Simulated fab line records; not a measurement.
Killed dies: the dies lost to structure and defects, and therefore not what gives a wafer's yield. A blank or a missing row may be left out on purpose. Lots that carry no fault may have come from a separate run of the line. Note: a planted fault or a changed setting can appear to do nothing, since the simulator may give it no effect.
fab line records | flow sky130
[record] lots = 6 wafers = 17 last_day = 49
route steps=708 shown PWDE@46 NWELL@56 PAD_OPEN@708
lots that met no fault: taken from a fault-free run of the same line
start_h: hours from the record's first day to the start of the lot's first wafer shown | wait_h: hours since the lot's step before | " as in the row above | L1.1+2: several wafers, shown together as one row | - no value present, or no start provided | * or withheld: withheld | < > ~ a bound
route shown NAME@n: names a module that has steps shown in the file, with the first one's number in the route | usual: mean/standard deviation taken from wafers without a fault | same: alike in all rows | chamber/n: place in a boat | sites: the reading at each site | _std_site: standard deviation across them | _edge_site: mean of outer sites minus mean of inner sites | radius_mm: for every site, how far away it sits from the centre of the wafer | mask NAME#n: copy n | behind: the last tool/chamber to shape the wafer | hold: cause of the lot's hold/its duration in hours/its outcome | device: names the non-switching transistor (n, p or np) | end of line: tests of these same wafers at the route's end | a step given without rows: its recipe and nothing more | killed: not the wafer's yield, but the dies lost to structure and defects at the first sort | map: per-die view of a wafer (x killed, . not killed, _ where there is no die)
set.NAME: the run value of the setting; set.NAME@STEP: its run value at that earlier step | model.NAME: the simulator's own value behind a step, which no gauge read
lots at some steps of the route; a table a step, a row a wafer
services: a tool's chamber out of use, with start hour (start_h, from the record's first day; less than 0 if before it), hours out, and reason
[[steps]]
[step SKY_PWDE_HMDS_01]
[recipe] prime_time_s = 60 prime_temp_c = 120
[step SKY_PWDE_COAT_02]
[recipe] spin_rpm = 2000 resist_thk_nm = 3000
[step SKY_PWDE_SOFTBAKE_03]
[recipe] temp_c = 110 time_s = withheld
[step SKY_PWDE_EXPOSE_04]
[recipe] mask_id = PWDEM na = 0.6 source_shape = conventional sigma_outer = 0.6 polarization = unpolarized target_cd_nm = 840 dose_mj = 214
[step SKY_PWDE_PEB_05]
[recipe] temp_c = 115 time_s = withheld
[step SKY_PWDE_DEVELOP_06]
[recipe] wall_angle_deg = 90 developer = TMAH develop_time_s = 60 dev_temp_c = 23
[step SKY_PWDE_OVL_MEAS_07]
[usual] PWDE_OVL = -1.4/1.4
// columns lot.wafer tool chamber start_h wait_h PWDE_OVL[nm]
L597.2 overlay-01 - 66.90 - -0.1
L597.3 " - " " -0.7
L597.4 " - " " -0.8
L603.1 overlay-01 - 101.85 - -1.3
L603.2 " - " " -1.5
L604.1 overlay-01 - 106.90 - -3.8
L604.2 " - " " -4.7
L604.6 " - " " -2.7
L614.1 overlay-02 - 163.95 - 1.5
L614.2 " - " " 0.8
L614.3 " - " " 0.3
L616.1 overlay-01 - 174.90 - -2.4
L616.4 " - " " -3.1
L616.5 " - " " -1.2
L617.1 overlay-01 - 180.65 - -1.7
L617.4 " - " " -1.9
L617.6 " - " " -2.3
[step SKY_PWDE_IMPLANT_08]
[recipe] species = B energy_kev = 150 dose_cm2 = 3.6e+12 tilt_deg = withheld
[step SKY_PWDE_STRIP_09]
[recipe] chemistry = O2/N2 power_w = 1400 pressure_mtorr = 1500 platen_temp_c = withheld o2_flow_sccm = 3000 n2_flow_sccm = 300 overash_fraction = 0.5
[usual] drypump_motor_current_A = 5.8/0.45 oes_product_au = 0.722/0.0047 strip_time_to_endpoint_s = 36.96/0.094
// columns lot.wafer tool chamber start_h wait_h drypump_motor_current_A oes_product_au rf_hours_counter_h strip_time_to_endpoint_s
L597.2 plasma_asher-04 1 67.08 0.1 5.5 0.724 35 37.09
L597.3 " 0 " " 5.3 0.725 - 36.98
L597.4 " 1 " " 5.5 0.710 - 37.11
L603.1 plasma_asher-04 1 102.03 0.1 5.5 0.727 40 36.85
L603.2 " 0 " " 5.3 0.723 40 36.96
L604.1 plasma_asher-04 1 107.08 0.1 5.4 0.720 41 37.09
L604.2 " 0 " " 5.3 0.722 41 37.01
L604.6 " 0 " " 5.3 0.718 - 37.06
L614.1 plasma_asher-03 0 164.13 0.1 6.0 0.717 50 36.94
L614.2 " 1 " " 6.6 0.722 50 36.90
L614.3 " 0 " " 6.1 0.725 - 36.91
L616.1 plasma_asher-02 1 175.08 0.1 6.2 0.717 36 36.98
L616.4 " 1 " " 6.2 0.721 - 37.03
L616.5 " 0 " " 5.9 0.722 - 36.98
L617.1 plasma_asher-03 0 180.83 0.1 6.1 0.729 51 37.07
L617.4 " 0 " " 6.1 0.719 - 37.09
L617.6 " 1 " " 6.6 0.721 - 37.00
[step SKY_PWDE_TW_MEAS_10]
[usual] PWDE_TW = 372/4
// columns lot.wafer tool chamber start_h wait_h PWDE_TW
L597.2 film_metro-01 - 67.19 0.1 368
L597.3 " - " " 369
L597.4 " - " " 367
L603.1 film_metro-04 - 102.13 0.1 380
L603.2 " - " " 380
L604.1 film_metro-01 - 107.18 0.1 370
L604.2 " - " " 371
L604.6 " - " " 370
L614.1 film_metro-04 - 164.23 0.1 374
L614.2 " - " " 375
L614.3 " - " " 377
L616.1 film_metro-01 - 175.18 0.1 367
L616.4 " - " " 370
L616.5 " - " " 366
L617.1 film_metro-01 - 180.93 0.1 368
L617.4 " - " " 368
L617.6 " - " " 368
[step SKY_NWELL_DEHYDRATE_03]
[recipe] temp_c = 200 time_s = 60
[step SKY_NWELL_HMDS_04]
[recipe] prime_time_s = 60 prime_temp_c = 120
[step SKY_NWELL_COAT_05]
[recipe] spin_rpm = 2000 resist_thk_nm = 3000
// columns lot.wafer tool chamber start_h wait_h model.coat_of_NWELL_COAT_05.thk_nm
L597.2 litho_track-04 0 75.33 0.1 2996
L597.3 " 0 " " 3000
L597.4 " 0 " " 2993
L603.1 litho_track-04 0 110.65 0.1 1760
L603.2 " 0 " " 3000
L604.1 litho_track-04 0 115.70 0.1 1757
L604.2 " 0 " " 2986
L604.6 " 0 " " 2993
L614.1 litho_track-02 0 174.61 0.1 3001
L614.2 " 0 " " 2991
L614.3 " 0 " " 3002
L616.1 litho_track-02 0 184.81 0.1 2993
L616.4 " 0 " " 2997
L616.5 " 0 " " 3001
L617.1+6 litho_track-03 0 191.10 0.1 3002
L617.4 " 0 " " 3007
[step SKY_NWELL_SOFTBAKE_06]
[recipe] temp_c = 110 time_s = withheld
[step SKY_NWELL_EXPOSE_07]
[recipe] mask_id = NWM na = 0.6 source_shape = conventional sigma_outer = 0.6 polarization = unpolarized target_cd_nm = 840 dose_mj = 255
[step SKY_NWELL_PEB_08]
[recipe] temp_c = 115 time_s = withheld
[step SKY_NWELL_DEVELOP_09]
[recipe] wall_angle_deg = 90 developer = TMAH develop_time_s = 60 dev_temp_c = 23
// columns lot.wafer tool chamber start_h wait_h model.coat_of_NWELL_COAT_05.thk_nm
L597.2 litho_track-03 0 - - 2992
L597.3 " 0 " " 2996
L597.4 " 0 " " 2988
L603.1 litho_track-04 0 - - 1755
L603.2 " 0 " " 2996
L604.1 litho_track-03 0 - - 1753
L604.2 " 0 " " 2981
L604.6 " 0 " " 2989
L614.1 litho_track-03 0 - - 2997
L614.2 " 0 " " 2987
L614.3 " 0 " " 2998
L616.1 litho_track-04 0 - - 2989
L616.4 " 0 " " 2993
L616.5 " 0 " " 2996
L617.1 litho_track-03 0 - - 2998
L617.4 " 0 " " 3002
L617.6 " 0 " " 2997
[step SKY_NWELL_OVL_MEAS_10]
[usual] NWELL_00_OVL = 0.0/1.6
// columns lot.wafer tool chamber start_h wait_h NWELL_00_OVL[nm]
L597.2 overlay-01 - 83.90 - 2.3
L597.3 " - " " 1.9
L597.4 " - " " 2.2
L603.1 overlay-01 - 119.75 - -2.0
L603.2 " - " " -1.8
L604.1 overlay-02 - 124.85 - -2.3
L604.2 " - " " -1.2
L604.6 " - " " -1.4
L614.1 overlay-02 - 184.40 - 0.3
L614.2 " - " " -1.2
L614.3 " - " " 0.8
L616.1 overlay-02 - 196.10 - 1.6
L616.4 " - " " 4.2
L616.5 " - " " 1.4
L617.1 overlay-02 - 201.90 - 0.5
L617.4 " - " " 0.6
L617.6 " - " " 2.0
[step SKY_NWELL_IMPLANT_11]
[recipe] species = P energy_kev = 400 dose_cm2 = 1.9e+13 tilt_deg = withheld
[step SKY_NWELL_IMPLANT_12]
[recipe] species = P energy_kev = 120 dose_cm2 = 1.3e+12 tilt_deg = withheld
[step SKY_NWELL_IMPLANT_13]
[recipe] species = P energy_kev = 50 dose_cm2 = 7e+11 tilt_deg = withheld
[step SKY_NWELL_STRIP_14]
[recipe] chemistry = O2/N2 power_w = 1400 pressure_mtorr = 1500 platen_temp_c = withheld o2_flow_sccm = 3000 n2_flow_sccm = 300 overash_fraction = 0.5
[usual] drypump_motor_current_A = 6.0/0.58 oes_product_au = 0.722/0.0047 strip_time_to_endpoint_s = 36.96/0.12
// columns lot.wafer tool chamber start_h wait_h drypump_motor_current_A oes_product_au rf_hours_counter_h strip_time_to_endpoint_s
L597.2 plasma_asher-03 0 84.38 0.1 6.1 0.716 41 36.87
L597.3 " 1 " " 6.6 0.717 - 36.92
L597.4 " 0 " " 6.1 0.714 - 36.85
L603.1 plasma_asher-03 0 120.24 0.1 6.0 0.720 45 22.51
L603.2 " 1 " " 6.6 0.725 45 36.92
L604.1 plasma_asher-01 1 125.33 0.1 5.0 0.711 1 22.48
L604.2 " 0 " " 6.5 0.729 1 36.74
L604.6 " 1 " " 5.0 0.719 - 36.84
L614.1 plasma_asher-03 0 184.88 0.1 6.0 0.731 52 36.92
L614.2 " 1 " " 6.6 0.715 52 36.83
L614.3 " 1 " " 6.6 0.728 - 36.92
L616.1 plasma_asher-01 0 196.59 0.1 6.6 0.712 8 36.83
L616.4 " 0 " " 6.5 0.724 - 36.86
L616.5 " 0 " " 6.5 0.728 - 36.92
L617.1 plasma_asher-01 0 202.38 0.1 6.5 0.718 8 36.94
L617.4 " 1 " " 4.9 0.725 - 36.98
L617.6 " 1 " " 4.9 0.723 - 36.95
[step SKY_NWELL_TW_MEAS_15]
[usual] NWELL_TW = 1812/18
// columns lot.wafer tool chamber start_h wait_h NWELL_TW
L597.2 film_metro-03 - 84.49 0.1 1822
L597.3 " - " " 1824
L597.4 " - " " 1828
L603.1 film_metro-01 - 120.34 0.1 1797
L603.2 " - " " 1797
L604.1 film_metro-01 - 125.43 0.1 1794
L604.2 " - " " 1798
L604.6 " - " " 1790
L614.1 film_metro-04 - 184.98 0.1 1829
L614.2 " - " " 1837
L614.3 " - " " 1838
L616.1 film_metro-01 - 196.69 0.1 1791
L616.4 " - " " 1796
L616.5 " - " " 1790
L617.1 film_metro-03 - 202.48 0.1 1808
L617.4 " - " " 1818
L617.6 " - " " 1822
[step SKY_PAD_OPEN_PROBE_99]
[usual] killed_at_M0_to_M3 = 45/7.3 killed_at_M4_up = 3.1/1.7 killed_at_contacts = 25/5.1 killed_at_front_end = 15/4.5 killed_at_other = 0.3/0.56 killed_dies = 88/9.4 killed_open = 47/6.6 killed_short = 40/6.9
[same] gross_dies = 492 killed_at_back_side = 0
// columns lot.wafer tool chamber start_h wait_h killed_at_M0_to_M3 killed_at_M4_up killed_at_contacts killed_at_front_end killed_at_other killed_dies killed_open killed_short model.etest.pfet_16v.r_on_ohm_um model.etest.nfet_16v.r_on_ohm_um model.etest.res_nwell.line_ohm_um model.etest.res_nwell.width_nm model.etest.res_iso_pwell.width_nm model.etest.pfet_16v.drive_ua_um
L597.2 prober-02 - 1068.66 0.1 59 4 31 9 0 103 63 40 1.572e+04 1.408e+04 1189 847.9 2624 235.1
L597.3 prober-02 - 1068.71 0.2 38 5 18 10 0 71 38 32 1.557e+04 1.413e+04 1177 841.2 2630 237.6
L597.4 prober-02 - 1068.76 0.2 37 4 19 13 2 75 38 35 1.585e+04 1.422e+04 1221 841.1 2645 233.7
L603.1 prober-02 - 1109.71 0.1 38 3 36 21 0 98 51 47 1.591e+04 1.338e+04 1060 926.1 2587 227.4
L603.2 prober-02 - 1109.76 0.1 47 7 30 16 0 100 58 42 1.498e+04 1.392e+04 1160 834.5 2660 242.8
L604.1 prober-01 - 1116.86 0.1 41 1 27 22 1 92 52 40 1.582e+04 1.332e+04 1002 940.4 2585 231.4
L604.2 prober-01 - 1116.91 0.1 49 3 32 16 1 101 55 46 1.521e+04 1.376e+04 1135 850.7 2637 245.4
L604.6 prober-01 - 1117.11 0.2 35 1 32 29 0 97 55 42 1.502e+04 1.38e+04 1136 848.3 2639 248.9
L614.1 prober-02 - 1168.82 0.1 37 4 22 16 0 79 48 31 1.483e+04 1.406e+04 1120 826.3 2658 247.3
L614.2 prober-02 - 1168.87 0.1 49 3 22 9 0 83 51 32 1.464e+04 1.396e+04 1097 827.7 2648 245.7
L614.3 prober-02 - 1168.92 0.2 39 2 29 17 0 87 53 34 1.492e+04 1.417e+04 1134 828.2 2653 245.4
L616.1 prober-02 - 1181.17 0.1 40 5 25 18 0 88 49 39 1.521e+04 1.404e+04 1120 833.2 2647 250.2
L616.4 prober-02 - 1181.32 0.2 41 4 20 8 1 74 44 30 1.502e+04 1.415e+04 1115 826.5 2659 249.9
L616.5 prober-02 - 1181.37 0.2 53 1 25 9 0 88 44 43 1.463e+04 1.398e+04 1112 834.6 2640 253.2
L617.1 prober-01 - 1187.10 0.1 43 0 24 16 1 84 50 34 1.543e+04 1.41e+04 1130 839.6 2646 246.3
L617.4 prober-01 - 1187.25 0.2 48 3 24 8 1 84 36 47 1.545e+04 1.393e+04 1108 843.9 2645 248.6
L617.6 prober-01 - 1187.35 0.2 44 4 22 12 0 82 40 42 1.543e+04 1.388e+04 1128 841.4 2630 247.5
// killed by level:class
L597.2 CONTACT:geometric_particle:open=13 VIA2:geometric_particle:open=13 VIA1:geometric_particle:open=12 LI_CONTACT:geometric_particle:open=8 VIA3:geometric_particle:open=8 METAL1:geometric_particle:short=6 VIA3:geometric_particle:short=5 METAL2:geometric_particle:short=5
L597.3 LI_CONTACT:geometric_particle:open=7 VIA1:geometric_particle:open=7 VIA2:geometric_particle:open=6 CONTACT:geometric_particle:open=5 VIA1:geometric_particle:short=4 METAL1:geometric_particle:short=4 VIA2:geometric_particle:short=4 VIA3:geometric_particle:open=4
L597.4 VIA1:geometric_particle:open=9 VIA2:geometric_particle:open=8 CONTACT:geometric_particle:open=6 LI_CONTACT:geometric_particle:short=5 POLY_GATE:geometric_particle:open=4 METAL2:geometric_particle:short=4 FIELD_ISO:geometric_particle:short=3 POLY_GATE:geometric_particle:short=3
L603.1 CONTACT:geometric_particle:open=11 LI_CONTACT:geometric_particle:open=10 CONTACT:geometric_particle:short=10 VIA1:geometric_particle:open=10 METAL2:geometric_particle:short=7 FIELD_ISO:geometric_particle:open=5 METAL1:geometric_particle:short=5 FIELD_ISO:geometric_particle:short=4
L603.2 CONTACT:geometric_particle:open=12 VIA1:geometric_particle:open=11 LI_CONTACT:geometric_particle:open=9 VIA1:geometric_particle:short=8 VIA3:geometric_particle:open=8 POLY_GATE:geometric_particle:short=5 CONTACT:geometric_particle:short=5 VIA2:geometric_particle:open=4
L604.1 CONTACT:geometric_particle:open=10 LI_CONTACT:geometric_particle:open=9 VIA1:geometric_particle:open=8 FIELD_ISO:geometric_particle:short=6 VIA1:geometric_particle:short=6 FIELD_ISO:geometric_particle:open=5 METAL1:geometric_particle:short=5 VIA2:geometric_particle:open=5
L604.2 VIA1:geometric_particle:open=16 VIA2:geometric_particle:open=10 LI_CONTACT:geometric_particle:open=10 CONTACT:geometric_particle:short=9 POLY_GATE:geometric_particle:short=7 CONTACT:geometric_particle:open=6 VIA1:geometric_particle:short=5 LI_CONTACT:geometric_particle:short=4
L604.6 CONTACT:geometric_particle:open=11 VIA1:geometric_particle:open=11 FIELD_ISO:geometric_particle:short=10 LI_CONTACT:geometric_particle:open=10 LI_CONTACT:geometric_particle:short=6 VIA3:geometric_particle:open=6 FIELD_ISO:geometric_particle:open=5 POLY_GATE:geometric_particle:short=5
L614.1 LI_CONTACT:geometric_particle:open=10 VIA3:geometric_particle:open=8 CONTACT:geometric_particle:open=6 VIA1:geometric_particle:short=6 VIA2:geometric_particle:open=5 VIA1:geometric_particle:open=5 POLY_GATE:geometric_particle:open=4 POLY_GATE:geometric_particle:short=4
L614.2 VIA1:geometric_particle:open=13 LI_CONTACT:geometric_particle:open=8 CONTACT:geometric_particle:open=8 VIA2:geometric_particle:open=6 VIA3:geometric_particle:open=5 METAL1:geometric_particle:short=4 VIA3:geometric_particle:short=4 FIELD_ISO:geometric_particle:open=3
L614.3 VIA1:geometric_particle:open=11 LI_CONTACT:geometric_particle:open=10 CONTACT:geometric_particle:open=9 VIA3:geometric_particle:open=7 FIELD_ISO:geometric_particle:short=6 FIELD_ISO:geometric_particle:open=5 VIA1:geometric_particle:short=4 LOCAL_INTERCONNECT:geometric_particle:short=4
L616.1 VIA1:geometric_particle:open=11 LI_CONTACT:geometric_particle:open=9 CONTACT:geometric_particle:open=9 VIA3:geometric_particle:open=8 FIELD_ISO:geometric_particle:short=6 FIELD_ISO:geometric_particle:open=5 METAL1:geometric_particle:short=5 METAL4:geometric_particle:short=5
L616.4 VIA1:geometric_particle:open=13 VIA2:geometric_particle:open=7 LI_CONTACT:geometric_particle:open=6 METAL1:geometric_particle:short=6 CONTACT:geometric_particle:short=5 CONTACT:geometric_particle:open=5 FIELD_ISO:geometric_particle:open=4 METAL2:geometric_particle:short=3
L616.5 VIA1:geometric_particle:open=13 METAL2:geometric_particle:short=9 VIA3:geometric_particle:open=9 CONTACT:geometric_particle:open=8 CONTACT:geometric_particle:short=5 METAL3:geometric_particle:short=5 METAL1:geometric_particle:short=5 POLY_GATE:geometric_particle:open=4
L617.1 CONTACT:geometric_particle:open=12 POLY_GATE:geometric_particle:open=10 VIA1:geometric_particle:open=8 METAL1:geometric_particle:short=7 VIA3:geometric_particle:open=7 LI_CONTACT:geometric_particle:open=5 METAL3:geometric_particle:short=5 VIA2:geometric_particle:short=4
L617.4 VIA1:geometric_particle:open=11 CONTACT:geometric_particle:open=8 VIA2:geometric_particle:open=7 METAL1:geometric_particle:short=6 METAL3:geometric_particle:short=6 LI_CONTACT:geometric_particle:open=5 CONTACT:geometric_particle:short=5 METAL2:geometric_particle:short=5
L617.6 VIA1:geometric_particle:open=10 CONTACT:geometric_particle:open=8 VIA3:geometric_particle:open=8 VIA1:geometric_particle:short=6 CONTACT:geometric_particle:short=6 METAL3:geometric_particle:short=6 METAL2:geometric_particle:short=5 FIELD_ISO:geometric_particle:short=4
[[services]]
// columns tool chamber start_h hours kind
plasma_asher-01 - 74.12 28.1 pm
plasma_asher-01 - 108.75 9.0 pm
plasma_asher-01 0 108.75 9.0 vent_cycle
plasma_asher-01 1 108.75 9.0 vent_cycle
plasma_asher-01 0 117.75 - clean
plasma_asher-01 1 117.75 - clean
plasma_asher-02 - 132.73 0.6 repair
plasma_asher-03 - 155.52 1.0 repair
plasma_asher-03 - 187.46 2.8 pm
[[key]]
[first_sign] step = SKY_NWELL_STRIP_14 reading = strip_time_to_endpoint_s direction = down sigmas = 99+ usual = * struck = *
effect none on later readings
[model_effect] step = SKY_NWELL_COAT_05 value = coat_of_NWELL_COAT_05.thk_nm without = 2999 struck = 1758
[model_effect] step = SKY_NWELL_DEVELOP_09 value = coat_of_NWELL_COAT_05.thk_nm without = 2994 struck = 1754
[model_effect] step = SKY_PAD_OPEN_PROBE_99 value = etest.pfet_16v.r_on_ohm_um without = 1.513e+04 struck = 1.586e+04
met_at SKY_NWELL_COAT_05
struck_wafers L603.1,L604.1
tester_left_out L603,L604
onset_between 75.33 110.65
[fault] kind = process_parameter_drift tool = litho_track-04 chamber = - onset_h = 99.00 steps = SKY_NWELL_COAT_05 channel = resist_thk_nm offset = -1240.8 shape = step end_h = 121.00 scope = struck_wafers_only acts_in = these_recipes_only stated = 3000
// tester_left_out: of these lots the tester's yield and bins aren't shown, on N5 and GAA mostly nor the transistor test; their killed dies are dies lost to structure and defects alone, not to doping, threshold or leakage, so they don't give the yield
